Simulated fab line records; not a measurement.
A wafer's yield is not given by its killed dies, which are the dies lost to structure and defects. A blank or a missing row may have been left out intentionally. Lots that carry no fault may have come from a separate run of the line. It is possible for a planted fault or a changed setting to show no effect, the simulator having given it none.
Which tool is to blame? / flow sky130 / 12 lots, 36 wafers sampled, at 5 steps of a route of 708

== WHAT EACH GAUGE READ, for each wafer ==
SKY_FIELD_ISO_THK_MEAS_25. Usual: FIELD_ISO_CVD_24_THK 593 nm, standard deviation 7.1.
lot=L142; measured=day 2 15:34; on=film-metro-02; FIELD_ISO_CVD_24_THK (nm)=598 592 587; flag=
lot=L144; measured=day 2 18:13; on=film-metro-02; FIELD_ISO_CVD_24_THK (nm)=598 604 600; flag=
lot=L145; measured=day 2 23:40; on=film-metro-01; FIELD_ISO_CVD_24_THK (nm)=598 593 600; flag=
lot=L146; measured=day 3 09:26; on=film-metro-02; FIELD_ISO_CVD_24_THK (nm)=595 586 591; flag=
lot=L147; measured=day 3 16:12; on=film-metro-03; FIELD_ISO_CVD_24_THK (nm)=590 274 596 590 274 597; flag=OFF
lot=L148; measured=day 3 20:23; on=film-metro-01; FIELD_ISO_CVD_24_THK (nm)=609 600 591; flag=
lot=L151; measured=day 4 14:02; on=film-metro-02; FIELD_ISO_CVD_24_THK (nm)=585 262 266 585 262 267; flag=OFF
lot=L157; measured=day 5 23:37; on=film-metro-03; FIELD_ISO_CVD_24_THK (nm)=584 604 604; flag=
lot=L161; measured=day 6 14:37; on=film-metro-03; FIELD_ISO_CVD_24_THK (nm)=581 590 600; flag=
lot=L162; measured=day 6 20:32; on=film-metro-01; FIELD_ISO_CVD_24_THK (nm)=584 592 588; flag=
lot=L163; measured=day 7 02:38; on=film-metro-01; FIELD_ISO_CVD_24_THK (nm)=593 592 596; flag=
lot=L164; measured=day 7 08:01; on=film-metro-02; FIELD_ISO_CVD_24_THK (nm)=597 587 591; flag=

SKY_VT_ADJUST_LVTN_OVL_MEAS_18. Usual: VT_ADJUST_LVTN_01_OVL -0.8 nm, standard deviation 1.3.
lot=L142; measured=day 8 05:22; on=overlay-01; VT_ADJUST_LVTN_01_OVL (nm)=2.5 0.8 -1.7; flag=
lot=L144; measured=day 8 07:26; on=overlay-02; VT_ADJUST_LVTN_01_OVL (nm)=0.1 0.2 -0.8; flag=
lot=L145; measured=day 8 12:35; on=overlay-01; VT_ADJUST_LVTN_01_OVL (nm)=-1.3 0.3 -0.2; flag=
lot=L146; measured=day 9 01:13; on=overlay-02; VT_ADJUST_LVTN_01_OVL (nm)=-2.8 -1.3 -1.8; flag=
lot=L147; measured=day 9 08:41; on=overlay-02; VT_ADJUST_LVTN_01_OVL (nm)=-2.7 0.0; flag=
lot=L148; measured=day 9 14:23; on=overlay-01; VT_ADJUST_LVTN_01_OVL (nm)=2.0 -0.7 0.5; flag=
lot=L151; measured=day 10 22:18; on=overlay-02; VT_ADJUST_LVTN_01_OVL (nm)=0.9; flag=
lot=L157; measured=day 12 11:55; on=overlay-02; VT_ADJUST_LVTN_01_OVL (nm)=-0.3 -0.3 -0.7; flag=
lot=L161; measured=day 13 04:30; on=overlay-01; VT_ADJUST_LVTN_01_OVL (nm)=-1.0 -0.6 -1.0; flag=
lot=L162; measured=day 13 13:29; on=overlay-01; VT_ADJUST_LVTN_01_OVL (nm)=1.2 -0.6 -0.9; flag=
lot=L163; measured=day 13 20:32; on=overlay-01; VT_ADJUST_LVTN_01_OVL (nm)=-3.9 -1.8 -1.9; flag=
lot=L164; measured=day 14 05:25; on=overlay-02; VT_ADJUST_LVTN_01_OVL (nm)=-0.4 0.1 1.0; flag=

SKY_LI_CONTACT_OVL_MEAS_13. Usual: LI_CONTACT_OVL 1 nm, standard deviation 5.8.
lot=L142; measured=day 29 15:32; on=overlay-02; LI_CONTACT_OVL (nm)=7 3 -1; flag=
lot=L144; measured=day 30 02:01; on=overlay-02; LI_CONTACT_OVL (nm)=6 13 5; flag=
lot=L145; measured=day 30 05:37; on=overlay-02; LI_CONTACT_OVL (nm)=12 -1 0; flag=
lot=L146; measured=day 31 00:10; on=overlay-02; LI_CONTACT_OVL (nm)=6 3 5; flag=
lot=L147; measured=day 31 04:17; on=overlay-01; LI_CONTACT_OVL (nm)=2 0; flag=
lot=L148; measured=day 31 16:20; on=overlay-01; LI_CONTACT_OVL (nm)=-1 -6 0; flag=
lot=L151; measured=day 32 22:02; on=overlay-01; LI_CONTACT_OVL (nm)=-6; flag=
lot=L157; measured=day 34 15:14; on=overlay-02; LI_CONTACT_OVL (nm)=10 0 10; flag=
lot=L161; measured=day 35 11:23; on=overlay-02; LI_CONTACT_OVL (nm)=12 13 5; flag=
lot=L162; measured=day 36 00:39; on=overlay-02; LI_CONTACT_OVL (nm)=5 -5 6; flag=
lot=L163; measured=day 36 02:47; on=overlay-02; LI_CONTACT_OVL (nm)=5 0 8; flag=
lot=L164; measured=day 36 09:59; on=overlay-02; LI_CONTACT_OVL (nm)=13 7 10; flag=

== EACH LOT AND THE TOOL THAT RAN IT (in order: tool; ch and the chambers of the sampled wafers; start) ==
lot=L142; SKY_FIELD_ISO_CVD_24=hdpcvd-01 ch 0,1,2, day 2 15:29; SKY_FIELD_ISO_CMP_27=cmp-01 ch 0,1,2, day 2 19:10
lot=L144; SKY_FIELD_ISO_CVD_24=hdpcvd-01 ch 0,1,2, day 2 18:09; SKY_FIELD_ISO_CMP_27=cmp-02 ch 0,2, day 2 21:58
lot=L145; SKY_FIELD_ISO_CVD_24=hdpcvd-01 ch 0,1, day 2 23:35; SKY_FIELD_ISO_CMP_27=cmp-01 ch 2,3, day 3 02:16
lot=L146; SKY_FIELD_ISO_CVD_24=hdpcvd-01 ch 0,1,2, day 3 09:22; SKY_FIELD_ISO_CMP_27=cmp-02 ch 1,2,3, day 3 12:59
lot=L147; SKY_FIELD_ISO_CVD_24=hdpcvd-01 ch 1,2, day 3 16:07; SKY_FIELD_ISO_CMP_27=cmp-02 ch 0,1,3, day 3 22:10
lot=L148; SKY_FIELD_ISO_CVD_24=hdpcvd-02 ch 0,2, day 3 20:18; SKY_FIELD_ISO_CMP_27=cmp-02 ch 0,2,3, day 3 22:04
lot=L151; SKY_FIELD_ISO_CVD_24=hdpcvd-01 ch 0,1, day 4 13:58; SKY_FIELD_ISO_CMP_27=cmp-02 ch 0,1, day 4 19:52
lot=L157; SKY_FIELD_ISO_CVD_24=hdpcvd-02 ch 0,1,2, day 5 23:32; SKY_FIELD_ISO_CMP_27=cmp-01 ch 0,1, day 6 02:29
lot=L161; SKY_FIELD_ISO_CVD_24=hdpcvd-02 ch 1,2, day 6 14:32; SKY_FIELD_ISO_CMP_27=cmp-02 ch 0,1,2, day 6 16:19
lot=L162; SKY_FIELD_ISO_CVD_24=hdpcvd-01 ch 1,2, day 6 20:27; SKY_FIELD_ISO_CMP_27=cmp-01 ch 1,2, day 6 22:05
lot=L163; SKY_FIELD_ISO_CVD_24=hdpcvd-01 ch 1,2, day 7 02:34; SKY_FIELD_ISO_CMP_27=cmp-02 ch 0,2,3, day 7 04:11
lot=L164; SKY_FIELD_ISO_CVD_24=hdpcvd-02 ch 0,2, day 7 07:56; SKY_FIELD_ISO_CMP_27=cmp-01 ch 0,1,2, day 7 10:50
- SKY_FIELD_ISO_CVD_24: deposits SiO2, target thk 595 nm, time 99.2 s.
- SKY_FIELD_ISO_CMP_27: polishes, stops on Si3N4, t overpolish 16 s, target thk 457.8 nm.

== WHAT THE TOOLS THEMSELVES READ (means of the sampled wafers that have a number; where no wafer has one, the mark that the record gives instead) ==
SKY_FIELD_ISO_CMP_27. Usual: motor-current-A 11.7 A, standard deviation 1.2; time-to-endpoint-s 110 s, standard deviation 4.9.
lot=L142; tool=cmp-01; motor-current-A (A)=11.6; time-to-endpoint-s (s)=112; flag=
lot=L144; tool=cmp-02; motor-current-A (A)=10.8; time-to-endpoint-s (s)=110; flag=
lot=L145; tool=cmp-01; motor-current-A (A)=12.8; time-to-endpoint-s (s)=117; flag=
lot=L146; tool=cmp-02; motor-current-A (A)=11.5; time-to-endpoint-s (s)=107; flag=
lot=L147; tool=cmp-02; motor-current-A (A)=10.9; time-to-endpoint-s (s)=88; flag=OFF
lot=L148; tool=cmp-02; motor-current-A (A)=11.4; time-to-endpoint-s (s)=105; flag=
lot=L151; tool=cmp-02; motor-current-A (A)=11.3; time-to-endpoint-s (s)=65; flag=OFF
lot=L157; tool=cmp-01; motor-current-A (A)=10.9; time-to-endpoint-s (s)=110; flag=
lot=L161; tool=cmp-02; motor-current-A (A)=11.5; time-to-endpoint-s (s)=107; flag=
lot=L162; tool=cmp-01; motor-current-A (A)=10.6; time-to-endpoint-s (s)=111; flag=
lot=L163; tool=cmp-02; motor-current-A (A)=11.5; time-to-endpoint-s (s)=103; flag=
lot=L164; tool=cmp-01; motor-current-A (A)=11.4; time-to-endpoint-s (s)=116; flag=

== THE ANSWER, worked out from the rows above alone ==
Rule: a lot is off if the mean of its wafers that have a number lies more than 3 standard deviations from the usual mean. A lot without any number at a reading at which 4 lots or more have one is off too. All remaining lots with rows at the step are treated as sound. After the gauges, taken in route order, come the tools' own readings; for these a lot's mean is taken, as printed above. At the first step where some lot is off, the reading lying furthest off is the one used; lots without a number count as furthest.
Off: at SKY_FIELD_ISO_THK_MEAS_25 (FIELD_ISO_CVD_24_THK), L147, L151.
A tool fits if, at a process step before that reading, it ran every lot that is off, and no sound lot after the first of them. Not tried: the gauges at SKY_FIELD_ISO_THK_MEAS_25; whatever is off there is also off at SKY_FIELD_ISO_CMP_27, on other tools, and gauge error can't account for it. None of those tried fits.

== WHAT WAS PUT IN BY THE SIMULATOR ==
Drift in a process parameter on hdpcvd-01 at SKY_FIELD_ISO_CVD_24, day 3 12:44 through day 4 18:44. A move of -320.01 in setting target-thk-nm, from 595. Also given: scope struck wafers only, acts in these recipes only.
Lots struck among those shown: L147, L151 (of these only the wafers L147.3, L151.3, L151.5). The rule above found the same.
